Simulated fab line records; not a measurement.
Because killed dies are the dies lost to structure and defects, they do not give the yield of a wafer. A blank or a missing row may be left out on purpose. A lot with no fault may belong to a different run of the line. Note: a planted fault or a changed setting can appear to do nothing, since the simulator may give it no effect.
fab line records    flow gf180mcu
record lots=5  wafers=27
route steps=602 shown MIM@512 TOP_METAL@569 PASSIVATION@598
startH: hours from the record's opening day to when the first of the lot's shown wafers began    waitH: time in hours since the lot's previous step    " the same as in the row above    L1.1+2: a row that stands for several wafers    - no value present, or no start provided    * or withheld: withheld    < > ~ a bound
route shown NAME@n: NAME is a module with steps in the file, n the number in the route of the first one    usual: mean/standard deviation of fault-free wafers    same: alike in all rows    chamber/n: place in a boat    sites: the reading at each site    _std_site: standard deviation of those values    _edge_site: the outer-site mean with the inner-site mean subtracted    radiusMm: for every site, how far away it sits from the centre of the wafer    mask NAME#n: copy n    behind: the most recent tool/chamber to have shaped the wafer    hold: reason for holding the lot/hours on hold/outcome of the hold    device: the transistor (n, p or np) that didn't switch    end of line: at the end of the route, the tests of the same wafers    a step without rows: its recipe alone    killed: dies that structure and defects cost at the first sort, which is not the same as the wafer's yield    map: a wafer's dies, marking killed ones x, the rest . and places with no die _
set.NAME: the setting the step ran with; set.NAME@STEP: the setting that earlier step ran with    model.NAME: the simulator's own value behind a step, which no gauge read
lots run with intentionally changed settings; tables by step, rows by wafer
## steps
# step GF_MIM_SPUTTER_09
# recipe material=TiN  targetThkNm=35  powerW=6500  timeS=29.2  chamberPressurePa=0.4
lot.wafer  tool           chamber  startH  waitH  set.timeS  model.TiN_of_MIM_SPUTTER_09.thkNm
L075.1     pvdSputter-01  -        578.09  0.0    29.2       34.84
L075.2     "              -        "       "      29.2       35.24
L075.3     "              -        "       "      40.86      48.88
L075.4     "              -        "       "      29.2       34.51
L075.5     "              -        "       "      40.86      49.23
L075.6     "              -        "       "      40.86      49.13
L077.1+3   pvdSputter-01  -        591.57  0.0    45.06      54.02
L077.2     "              -        "       "      29.2       35.26
L077.4     "              -        "       "      29.2       35.06
L077.5     "              -        "       "      29.2       34.93
L077.6     "              -        "       "      45.06      53.93
L076.1     pvdSputter-01  -        594.18  0.0    41.1       48.94
L076.2     "              -        "       "      41.1       49.41
L076.3     "              -        "       "      29.2       34.66
L076.4     "              -        "       "      29.2       34.97
L076.5     "              -        "       "      29.2       34.79
L076.6     "              -        "       "      41.1       49.25
L082.2     pvdSputter-01  -        640.44  0.0    29.2       35.3
L082.3     "              -        "       "      29.2       34.84
L082.4     "              -        "       "      29.2       34.98
L084.1     pvdSputter-01  -        646.19  0.0    29.2       34.76
L084.2     "              -        "       "      38.57      45.93
L084.3     "              -        "       "      29.2       35.11
L084.4     "              -        "       "      38.57      46.42
L084.5     "              -        "       "      29.2       34.95
L084.6     "              -        "       "      38.57      46.2
# step GF_MIM_THK_MEAS_11
# recipe thkMeasGauge=xrf  reads=AlCu_of_MIM_SPUTTER_08
# usual MIM_ALCU_THK=201.0/2
lot.wafer  tool          chamber  startH  waitH  set.timeS@MIM_SPUTTER_09  MIM_ALCU_THK[nm]
L075.1     filmMetro-01  -        578.25  0.1    29.2                      198.1
L075.2     "             -        "       "      29.2                      198.3
L075.3     "             -        "       "      40.86                     193.9
L075.4     "             -        "       "      29.2                      200.6
L075.5     "             -        "       "      40.86                     194.2
L075.6     "             -        "       "      40.86                     193.7
L077.1     filmMetro-01  -        591.72  0.1    45.06                     193.1
L077.2     "             -        "       "      29.2                      201.4
L077.3     "             -        "       "      45.06                     194.1
L077.4     "             -        "       "      29.2                      198.1
L077.5     "             -        "       "      29.2                      200.4
L077.6     "             -        "       "      45.06                     192.7
L076.1     filmMetro-04  -        594.34  0.1    41.1                      193.7
L076.2     "             -        "       "      41.1                      197.1
L076.3     "             -        "       "      29.2                      203.0
L076.4     "             -        "       "      29.2                      201.9
L076.5     "             -        "       "      29.2                      201.3
L076.6     "             -        "       "      41.1                      193.8
L082.2     filmMetro-01  -        640.60  0.1    29.2                      201.6
L082.3     "             -        "       "      29.2                      201.1
L082.4     "             -        "       "      29.2                      201.0
L084.1     filmMetro-04  -        646.34  0.1    29.2                      200.9
L084.2     "             -        "       "      38.57                     197.0
L084.3     "             -        "       "      29.2                      199.1
L084.4     "             -        "       "      38.57                     195.8
L084.5     "             -        "       "      29.2                      198.6
L084.6     "             -        "       "      38.57                     196.3
# step GF_MIM_DEHYDRATE_12
# recipe tempC=200  timeS=60
# step GF_MIM_HMDS_13
# recipe primeTimeS=60  primeTempC=120
# step GF_MIM_PEB_17
# recipe tempC=withheld  timeS=*  resist=NOVOLAK
# step GF_MIM_DEVELOP_18
# recipe developTimeS=60  devTempC=23
# step GF_MIM_METAL_ETCH_19
# recipe chemistry=Cl2/BCl3  maskMaterial=NOVOLAK  stopOn=Si3N4  targetDepthNm=324.5  pressureMtorr=8  icpW=800  biasW=140  Cl2_flow_sccm=80  bcl3FlowSccm=40  timeS=54.1
# usual oesProductAu=0.939/0.0062
lot.wafer  tool         chamber  startH  waitH  set.timeS@MIM_SPUTTER_09  oesProductAu
L075.1     rieMetal-01  0        598.36  0.1    29.2                      0.939
L075.2     "            1        "       "      29.2                      0.929
L075.3     "            1        "       "      40.86                     0.956
L075.4     "            0        "       "      29.2                      0.937
L075.5     "            1        "       "      40.86                     0.973
L075.6     "            0        "       "      40.86                     0.961
L077.1     rieMetal-02  1        612.41  0.1    45.06                     0.970
L077.2     "            0        "       "      29.2                      0.947
L077.3     "            1        "       "      45.06                     0.973
L077.4     "            0        "       "      29.2                      0.930
L077.5     "            0        "       "      29.2                      0.933
L077.6     "            1        "       "      45.06                     0.969
L076.1     rieMetal-01  0        614.56  0.1    41.1                      0.963
L076.2     "            1        "       "      41.1                      0.967
L076.3     "            0        "       "      29.2                      0.942
L076.4     "            1        "       "      29.2                      0.938
L076.5     "            1        "       "      29.2                      0.940
L076.6     "            0        "       "      41.1                      0.972
L082.2     rieMetal-01  0        659.51  0.1    29.2                      0.941
L082.3     "            1        "       "      29.2                      0.936
L082.4     "            0        "       "      29.2                      0.938
L084.1     rieMetal-02  0        665.31  0.1    29.2                      0.940
L084.2     "            1        "       "      38.57                     0.944
L084.3     "            1        "       "      29.2                      0.926
L084.4     "            0        "       "      38.57                     0.956
L084.5     "            0        "       "      29.2                      0.933
L084.6     "            1        "       "      38.57                     0.956
# step GF_TOP_METAL_SPUTTER_02
# recipe material=AlCu  targetThkNm=900  powerW=10600  chamberPressurePa=0.3  substrateTempC=250  gas=Ar  timeS=47.82
lot.wafer  tool           chamber  startH  waitH  set.timeS  model.AlCu_of_TOP_METAL_SPUTTER_02.thkNm
L075.1     pvdSputter-04  -        641.70  0.0    38.18      714.6
L075.2     "              -        "       "      47.82      890.9
L075.3     "              -        "       "      38.18      718.9
L075.4     "              -        "       "      47.82      899.1
L075.5     "              -        "       "      38.18      703.8
L075.6     "              -        "       "      47.82      898.6
L077.1     pvdSputter-03  -        656.68  0.0    47.82      879.9
L077.2     "              -        "       "      61.17      1135
L077.3     "              -        "       "      61.17      1141
L077.4     "              -        "       "      61.17      1128
L077.5     "              -        "       "      47.82      887.4
L077.6     "              -        "       "      47.82      889
L076.1     pvdSputter-04  -        657.70  0.0    19.66      377.8
L076.2     "              -        "       "      19.66      366.1
L076.3     "              -        "       "      19.66      385.3
L076.4     "              -        "       "      47.82      906.8
L076.5     "              -        "       "      47.82      913.7
L076.6     "              -        "       "      47.82      905.2
L082.2     pvdSputter-04  -        701.54  0.0    47.82      914.6
L082.3     "              -        "       "      47.82      904.5
L082.4     "              -        "       "      47.82      909.1
L084.1     pvdSputter-03  -        706.77  0.0    47.82      892
L084.2     "              -        "       "      25.95      476.4
L084.3     "              -        "       "      47.82      894.5
L084.4     "              -        "       "      47.82      878.2
L084.5     "              -        "       "      25.95      479.5
L084.6     "              -        "       "      25.95      479.3
# step GF_TOP_METAL_SPUTTER_03
# recipe material=Ti  targetThkNm=5  substrateTempC=300  chamberPressurePa=0.3  powerW=3000  timeS=3.3
# step GF_TOP_METAL_SPUTTER_04
# recipe material=TiN  targetThkNm=25  powerW=6500  timeS=20.8  chamberPressurePa=0.4
# step GF_TOP_METAL_RS_MEAS_05
# recipe thkMeasGauge=four-point-probe  reads=TiN_of_TOP_METAL_SPUTTER_04+Ti_of_TOP_METAL_SPUTTER_03+AlCu_of_TOP_METAL_SPUTTER_02+TiN_of_TOP_METAL_SPUTTER_01+Ti_of_TOP_METAL_SPUTTER_00
# usual TOP_METAL_ALCU_RS=0.0329/0.00038
lot.wafer  tool          chamber  startH  waitH  set.timeS@TOP_METAL_SPUTTER_02  TOP_METAL_ALCU_RS[ohm/sq]
L075.1     filmMetro-03  -        641.79  0.0    38.18                           0.0413
L075.2     "             -        "       "      47.82                           0.0330
L075.3     "             -        "       "      38.18                           0.0410
L075.4     "             -        "       "      47.82                           0.0327
L075.5     "             -        "       "      38.18                           0.0419
L075.6     "             -        "       "      47.82                           0.0328
L077.1     filmMetro-01  -        656.77  0.0    47.82                           0.0334
L077.2     "             -        "       "      61.17                           0.0259
L077.3     "             -        "       "      61.17                           0.0258
L077.4     "             -        "       "      61.17                           0.0260
L077.5     "             -        "       "      47.82                           0.0332
L077.6     "             -        "       "      47.82                           0.0331
L076.1     filmMetro-01  -        657.79  0.0    19.66                           0.0788
L076.2     "             -        "       "      19.66                           0.0812
L076.3     "             -        "       "      19.66                           0.0774
L076.4     "             -        "       "      47.82                           0.0324
L076.5     "             -        "       "      47.82                           0.0323
L076.6     "             -        "       "      47.82                           0.0325
L082.2     filmMetro-01  -        701.65  0.0    47.82                           0.0322
L082.3     "             -        "       "      47.82                           0.0325
L082.4     "             -        "       "      47.82                           0.0325
L084.1     filmMetro-03  -        706.86  0.0    47.82                           0.0330
L084.2     "             -        "       "      25.95                           0.0623
L084.3     "             -        "       "      47.82                           0.0328
L084.4     "             -        "       "      47.82                           0.0336
L084.5     "             -        "       "      25.95                           0.0620
L084.6     "             -        "       "      25.95                           0.0618
# step GF_TOP_METAL_THK_MEAS_06
# recipe thkMeasGauge=xrf  reads=AlCu_of_TOP_METAL_SPUTTER_02
# usual TOP_METAL_ALCU_THK=904/11
lot.wafer  tool          chamber  startH  waitH  set.timeS@TOP_METAL_SPUTTER_02  TOP_METAL_ALCU_THK[nm]
L075.1     filmMetro-03  -        641.91  0.1    38.18                           719
L075.2     "             -        "       "      47.82                           896
L075.3     "             -        "       "      38.18                           720
L075.4     "             -        "       "      47.82                           904
L075.5     "             -        "       "      38.18                           702
L075.6     "             -        "       "      47.82                           902
L077.1     filmMetro-01  -        656.89  0.1    47.82                           891
L077.2     "             -        "       "      61.17                           1143
L077.3     "             -        "       "      61.17                           1151
L077.4     "             -        "       "      61.17                           1135
L077.5     "             -        "       "      47.82                           899
L077.6     "             -        "       "      47.82                           895
L076.1     filmMetro-01  -        657.91  0.1    19.66                           383
L076.2     "             -        "       "      19.66                           370
L076.3     "             -        "       "      19.66                           388
L076.4     "             -        "       "      47.82                           915
L076.5     "             -        "       "      47.82                           922
L076.6     "             -        "       "      47.82                           913
L082.2     filmMetro-01  -        701.76  0.1    47.82                           921
L082.3     "             -        "       "      47.82                           909
L082.4     "             -        "       "      47.82                           912
L084.1     filmMetro-03  -        706.98  0.1    47.82                           901
L084.2     "             -        "       "      25.95                           480
L084.3     "             -        "       "      47.82                           902
L084.4     "             -        "       "      47.82                           885
L084.5     "             -        "       "      25.95                           484
L084.6     "             -        "       "      25.95                           484
# step GF_TOP_METAL_DEHYDRATE_07
# recipe tempC=200  timeS=60
# step GF_TOP_METAL_HMDS_08
# recipe primeTimeS=60  primeTempC=120
# step GF_TOP_METAL_METAL_ETCH_16
# recipe chemistry=Cl2/BCl3  maskMaterial=NOVOLAK  targetDepthNm=1077.5  stopOn=SiO2  pressureMtorr=8  icpW=800  biasW=140  Cl2_flow_sccm=80  bcl3FlowSccm=40  timeS=179.6
# usual oesProductAu=0.964/0.0063
lot.wafer  tool         chamber  startH  waitH  set.timeS@TOP_METAL_SPUTTER_02  oesProductAu
L075.1     rieMetal-01  0        661.52  0.0    38.18                           0.862
L075.2     "            1        "       "      47.82                           0.965
L075.3     "            1        "       "      38.18                           0.858
L075.4     "            0        "       "      47.82                           0.965
L075.5     "            0        "       "      38.18                           0.859
L075.6     "            1        "       "      47.82                           0.966
L077.1     rieMetal-01  0        676.12  0.0    47.82                           0.954
L077.2     "            1        "       "      61.17                           1.010
L077.3     "            1        "       "      61.17                           1.018
L077.4     "            0        "       "      61.17                           0.987
L077.5     "            1        "       "      47.82                           0.956
L077.6     "            0        "       "      47.82                           0.961
L076.1     rieMetal-03  1        677.61  0.0    19.66                           0.668
L076.2     "            0        "       "      19.66                           0.657
L076.3     "            0        "       "      19.66                           0.671
L076.4     "            1        "       "      47.82                           0.970
L076.5     "            1        "       "      47.82                           0.975
L076.6     "            0        "       "      47.82                           0.961
L082.2     rieMetal-02  0        720.27  0.0    47.82                           0.974
L082.3     "            1        "       "      47.82                           0.972
L082.4     "            0        "       "      47.82                           0.964
L084.1     rieMetal-01  1        724.27  0.0    47.82                           0.971
L084.2     "            0        "       "      25.95                           0.726
L084.3     "            1        "       "      47.82                           0.964
L084.4     "            0        "       "      47.82                           0.954
L084.5     "            0        "       "      25.95                           0.723
L084.6     "            1        "       "      25.95                           0.716
# step GF_PASSIVATION_ETCH_11
# recipe chemistry=CF4/O2  targetDepthNm=1800  stopOn=TiN  sourceW=800  biasW=150  pressureMtorr=150  cf4FlowSccm=80  O2_flow_sccm=10  timeS=400
lot.wafer  tool        chamber  startH  waitH  set.timeS  model.coat_of_PASSIVATION_COAT_06.thkNm
L075.1     rieDiel-03  2        681.96  -      400        2773
L075.2     "           3        "       "      400        2799
L075.3     "           0        "       "      400        2784
L075.4     "           1        "       "      400        2779
L075.5     "           1        "       "      400        2803
L075.6     "           2        "       "      400        2778
L077.1     rieDiel-01  2        696.31  -      400        2801
L077.2+6   "           3        "       "      400        2788
L077.3     "           1        "       "      400        2799
L077.4     "           0        "       "      400        2779
L077.5     "           2        "       "      400        2812
L076.1     rieDiel-04  3        697.61  -      315.4      3038
L076.2     "           2        "       "      315.4      3034
L076.3     "           0        "       "      400        2783
L076.4     "           1        "       "      315.4      3050
L076.5     "           2        "       "      400        2782
L076.6     "           1        "       "      400        2811
L082.2     rieDiel-03  3        739.22  -      400        2827
L082.3     "           2        "       "      400        2782
L082.4     "           0        "       "      400        2781
L084.1     rieDiel-03  2        742.46  -      400        2790
L084.2     "           1        "       "      628.6      2120
L084.3     "           3        "       "      628.6      2156
L084.4     "           0        "       "      400        2803
L084.5     "           3        "       "      628.6      2146
L084.6     "           0        "       "      400        2802
# step GF_PASSIVATION_STRIP_12
# recipe chemistry=O2/N2  powerW=1400  pressureMtorr=1547  platenTempC=250  o2FlowSccm=3000  n2FlowSccm=300  overashFraction=0.5
# usual stripTimeToEndpointS=34.41/0.2
lot.wafer  tool            chamber  startH  waitH  set.timeS@PASSIVATION_ETCH_11  stripTimeToEndpointS
L075.1     plasmaAsher-01  0        682.20  0.1    400                            34.18
L075.2     "               1        "       "      400                            34.48
L075.3     "               0        "       "      400                            34.30
L075.4     "               1        "       "      400                            34.25
L075.5     "               1        "       "      400                            34.53
L075.6     "               0        "       "      400                            34.23
L077.1     plasmaAsher-04  0        696.55  0.1    400                            34.51
L077.2     "               1        "       "      400                            34.36
L077.3     "               0        "       "      400                            34.47
L077.4     "               1        "       "      400                            34.24
L077.5     "               1        "       "      400                            34.63
L077.6     "               0        "       "      400                            34.34
L076.1     plasmaAsher-01  1        697.85  0.1    315.4                          37.22
L076.2     "               0        "       "      315.4                          37.16
L076.3     "               0        "       "      400                            34.29
L076.4     "               1        "       "      315.4                          37.33
L076.5     "               0        "       "      400                            34.29
L076.6     "               1        "       "      400                            34.62
L082.2     plasmaAsher-04  0        739.46  0.1    400                            34.81
L082.3     "               0        "       "      400                            34.27
L082.4     "               1        "       "      400                            34.28
L084.1     plasmaAsher-03  0        742.70  0.1    400                            34.38
L084.2     "               1        "       "      628.6                          26.71
L084.3     "               0        "       "      628.6                          27.09
L084.4     "               1        "       "      400                            34.54
L084.5     "               0        "       "      628.6                          27.00
L084.6     "               1        "       "      400                            34.51
## key
split step=GF_MIM_SPUTTER_09  setting=timeS  stated=29.2  by=wafer
response step=GF_MIM_SPUTTER_09  reading=model.TiN_of_MIM_SPUTTER_09.thkNm  change=+0.351  per=1%  r=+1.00
response step=GF_MIM_THK_MEAS_11  reading=MIM_ALCU_THK  change=-0.133  per=1%  r=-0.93
response step=GF_MIM_METAL_ETCH_19  reading=oesProductAu  change=+0.000645  per=1%  r=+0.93
split step=GF_TOP_METAL_SPUTTER_02  setting=timeS  stated=47.82  by=wafer
response step=GF_TOP_METAL_SPUTTER_02  reading=model.AlCu_of_TOP_METAL_SPUTTER_02.thkNm  change=+9.01  per=1%  r=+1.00
response step=GF_TOP_METAL_RS_MEAS_05  reading=TOP_METAL_ALCU_RS  change=-0.00066  per=1%  r=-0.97
response step=GF_TOP_METAL_THK_MEAS_06  reading=TOP_METAL_ALCU_THK  change=+9.07  per=1%  r=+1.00
response step=GF_TOP_METAL_METAL_ETCH_16  reading=oesProductAu  change=+0.0048  per=1%  r=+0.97
split step=GF_PASSIVATION_ETCH_11  setting=timeS  stated=400  by=wafer
response step=GF_PASSIVATION_ETCH_11  reading=model.coat_of_PASSIVATION_COAT_06.thkNm  change=-11.5  per=1%  r=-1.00
response step=GF_PASSIVATION_STRIP_12  reading=stripTimeToEndpointS  change=*  per=1%  r=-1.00
